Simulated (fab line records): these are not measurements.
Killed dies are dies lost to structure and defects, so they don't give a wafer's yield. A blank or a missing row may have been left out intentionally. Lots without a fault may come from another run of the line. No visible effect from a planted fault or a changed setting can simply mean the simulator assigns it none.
Problem report in the 8D (eight disciplines) form, filled by code + flow sky130 + the parts of the form that need people (team, actions taken, sign-off) are left out

== 1. WHAT WENT WRONG ==
run length s at SKY_LOCAL_INTERCONNECT_SOFTBAKE_07 reads a mean of 142.22 s on 6 wafers of 2 lots; wafers without a fault read 119.21 s with a standard deviation of 0.23. That is +99 or more standard deviations from the usual mean.
The step: time 90 s.
The first sign was on wafer L275.1 at day 36 05:00, on litho track-04. The record has a number at this step for 42 wafers belonging to 14 lots. By rule, "out" or "out of limits" means more than 4 standard deviations away from the usual mean. Any other wafer with a number is counted as sound.

== 2. WHAT IT IS AND WHAT IT IS NOT ==
| question                    | is                     | is not                                                                    |
|-----------------------------|------------------------|---------------------------------------------------------------------------|
| which readings at this step | run length s           | exhaust pa                                                                |
| which lots                  | L275, L276             | L256, L258, L260, L262, L263, L264, L266, L268, L269, L274, L278, L279    |
| which wafers of those lots  | all that have a number | -                                                                         |
| read on which tools         | litho track-04         | litho track-02, litho track-03                                            |
| when                        | from day 36 05:00      | up to then (30 sound wafers); but 6 sound wafers of L278, L279 came after |

== 3. THE SUSPECTS, EACH WITH WHAT RULES IT OUT ==
Counting: a tool at a process step up to the reading stays a suspect if it ran every lot that is out and no sound lot after the first of them.
- litho track-04 at SKY_LOCAL_INTERCONNECT_SOFTBAKE_07 (time 90 s): kept. It processed each lot that is out, first L275 at day 36 05:00, and no sound lot thereafter; up to then, the last sound lot it processed was L274 at day 35 20:00. Its own readings are out on those wafers: run length s.
Left after counting: litho track-04 at SKY_LOCAL_INTERCONNECT_SOFTBAKE_07.

== 4. THE CAUSE (what the simulator had put in) ==
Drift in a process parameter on litho track-04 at SKY_LOCAL_INTERCONNECT_SOFTBAKE_07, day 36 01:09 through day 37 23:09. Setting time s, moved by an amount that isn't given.
The count eliminated every tool but this one.

== 5. SEQUENCE OF EFFECTS, ordered by route ==
Rows list readings where the struck wafers' mean (over those with a number) sits beyond 3 standard deviations from the usual. Only readings for which the record gives a usual standard deviation are gone through. hours: the time from each lot's start at the first step in this table that gives one to its start at this step, as a median over the lots. sigmas: the change in usual standard deviations.
| hours | step                               | reading      | usual    | on struck wafers | change | sigmas      |
|-------|------------------------------------|--------------|----------|------------------|--------|-------------|
| 0     | SKY_LOCAL_INTERCONNECT_SOFTBAKE_07 | run length s | 119.21 s | 142.22           | +23.02 | +99 or more |
It contains these process steps:
- SKY_LOCAL_INTERCONNECT_SOFTBAKE_07: time 90 s.
Later measuring or inspecting steps at which every struck wafer that the step has a row for has a number for every such reading, and none has moved that far: SKY_LOCAL_INTERCONNECT_CD_MEAS_11.

== 6. WHAT WOULD HAVE CAUGHT IT SOONER ==
4 hours passed between the start of the fault at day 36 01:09 and the first reading out of limits in this record, taken at day 36 05:00.
